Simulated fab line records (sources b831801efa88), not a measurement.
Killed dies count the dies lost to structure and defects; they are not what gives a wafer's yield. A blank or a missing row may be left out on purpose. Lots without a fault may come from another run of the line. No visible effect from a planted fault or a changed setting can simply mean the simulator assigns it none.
Struck lot and sound lot, side by side :: flow sky130 :: 19 steps out of a route of 708
Sound: the wafers L201.1, L201.2, L201.5. Struck: wafers L207.2, L207.4, L207.5. At the end, the cause is stated.
Each step with rows lists, per side, the tool, then ch with its chambers, then its first start. Under that, the readings that differ: sound wafers :: struck wafers :: difference of the means :: sigmas: that difference in standard deviations of wafers without a fault.
alike: same words and numbers on both sides, and readings whose means sit less than 2 such deviations apart. not compared: any withheld reading, any reading some wafer has no value for, any bound like >300 that may hide the same value, and any number with overlapping values for which the record gives no deviation.
A row with sigmas, a row that says differs or no value, or rows on one side alone: a step with any of these is where the two part. Numbers that have no deviation but don't overlap get no sigmas and don't part them. A reading that every wafer of one side lacks parts them only if that side has two wafers or more.

first, 3 steps without rows for these wafers: SKY_VT_ADJUST_NCORE_EXPOSE_04 (exposes mask LVTN COMPLEMENT THIN, target cd 380 nm); SKY_VT_ADJUST_NCORE_PEB_05; SKY_VT_ADJUST_NCORE_DEVELOP_06 (develop time 60 s).
SKY_VT_ADJUST_NCORE_CD_MEAS_07: the cd target is 380 nm.
  struck on cd sem-02, day 13 23:56; sound on cd sem-02, day 12 03:55
  alike: cd nm
SKY_VT_ADJUST_NCORE_OVL_MEAS_08:
  struck on overlay-02, day 14 00:02; sound on overlay-01, day 12 04:02
  alike: VT_ADJUST_NCORE_OVL
then, 1 step without rows for these wafers: SKY_VT_ADJUST_NCORE_IMPLANT_09.
SKY_VT_ADJUST_NCORE_STRIP_10: strips in O2/N2.
  sound on plasma asher-02 ch 0,1, day 12 04:13; struck on plasma asher-03 ch 0,1, day 14 00:13
  alike: drypump motor current A, oes product au, strip time to endpoint s
  not compared: rf hours counter h
SKY_VT_ADJUST_NCORE_TW_MEAS_11:
  struck on film metro-04, day 14 00:20; sound on film metro-01, day 12 04:19
  alike: VT_ADJUST_NCORE_TW
then, 4 steps without rows for these wafers: SKY_VT_ADJUST_HVTR_DEHYDRATE_00 (time 60 s); SKY_VT_ADJUST_HVTR_HMDS_01 (prime time 60 s); SKY_VT_ADJUST_HVTR_COAT_02 (resist thk 1140 nm); SKY_VT_ADJUST_HVTR_SOFTBAKE_03 (time 60 s).
SKY_VT_ADJUST_HVTR_EXPOSE_04: exposes mask HVTRM, target cd 380 nm.
  sound on iline stepper-02 ch 0, day 12 16:31; struck on iline stepper-01 ch 0, day 14 13:27
reading: model.VT_ADJUST_HVTR.overlay x nm (nm)
sound: 0.476 0.476 0.476
struck: 48.49 48.49 48.49
difference: +48.01
sigmas: 
  alike: mask, exposure dose mJ cm2, stage vel mm s
then, 2 steps without rows for these wafers: SKY_VT_ADJUST_HVTR_PEB_05; SKY_VT_ADJUST_HVTR_DEVELOP_06 (develop time 60 s).
SKY_VT_ADJUST_HVTR_CD_MEAS_07: the cd target is 380 nm.
  struck on cd sem-01, day 15 02:01; sound on cd sem-01, day 13 04:16
  alike: cd nm
SKY_VT_ADJUST_HVTR_OVL_MEAS_08:
  struck on overlay-01, day 15 02:07; sound on overlay-02, day 13 04:23
reading: VT_ADJUST_HVTR_OVL (nm)
sound: -1.2 -1.9 -0.2
struck: 47.7 48.5 47.0
difference: +48.8
sigmas: +35
then, 1 step without rows for these wafers: SKY_VT_ADJUST_HVTR_IMPLANT_09.
-- record jumps: 35 days separate the struck wafers' starts on either side; left off in module VT_ADJUST_HVTR, taken up again in module PAD_OPEN, whose first shown step is the route's number 708 --
SKY_PAD_OPEN_PROBE_99:
  record: rows for the struck wafers here (prober-01, day 50 11:55), none for the sound ones

== WHERE THEY PART ==
First at SKY_VT_ADJUST_HVTR_OVL_MEAS_08; last, within this record, at SKY_PAD_OPEN_PROBE_99.

WHY: whatever the simulator had introduced
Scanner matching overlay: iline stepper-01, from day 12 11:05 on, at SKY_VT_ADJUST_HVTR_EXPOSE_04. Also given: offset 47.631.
